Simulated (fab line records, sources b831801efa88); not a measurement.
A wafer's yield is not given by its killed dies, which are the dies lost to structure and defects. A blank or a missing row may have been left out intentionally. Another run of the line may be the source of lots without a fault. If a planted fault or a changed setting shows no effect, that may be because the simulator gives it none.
Chamber matching	flow sky130	4 sister chambers for SKY_METAL3_ETCH_17 on rie_diel-04
The step etches SiO2 in C4F8/O2/Ar, stops on TiN, time 3.9 s, target depth 15 nm. 4 wafers are shown with their chamber, then 8 later ones without.

WAFERS PAIRED WITH THEIR CHAMBERS
wafer	chamber	oes_product_au (a.u.)
L083.2	3	0.747
L086.2	2	0.755
L086.3	1	0.755
L089.1	0	0.749

WAFERS WITH NO CHAMBER GIVEN
wafer	oes_product_au (a.u.)
L089.3	0.746
L089.6	0.757
L090.2	0.755
L090.3	0.743
L090.5	0.761
L093.3	0.752
L093.5	0.751
L093.6	0.751

WHICH CHAMBER EACH WENT THROUGH
wafer	from the rows above	in truth
L089.3	can't be placed: 3 or 0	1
L089.6	can't be placed: 1 or 2 or 0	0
L090.2	can't be placed: 1 or 2 or 0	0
L090.3	can't be placed: 3 or 0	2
L090.5	can't be placed: 1 or 2 or 0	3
L093.3	can't be placed: 0 or 1 or 2 or 3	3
L093.5	can't be placed: 0 or 1 or 2 or 3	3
L093.6	can't be placed: 0 or 1 or 2 or 3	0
Correct placement for 0 of the 8. Unplaceable from these rows: 8, with the true chamber sitting among the candidates in 5. 0 placed wrongly.
How it was worked out, from the rows above alone: a wafer's distance from a chamber is the root of the sum, over the readings, of the square of ((its reading less the chamber's mean) divided by the reading's scatter). The wafer belongs to the nearest chamber; if the next one is less than 2 further off, it can't be placed. For every chamber, the mean is computed from those of its wafers that are shown. The scatter (one wafer shown for each chamber): square how far every hidden wafer sits from the nearest shown wafer, average those squares and take the square root.
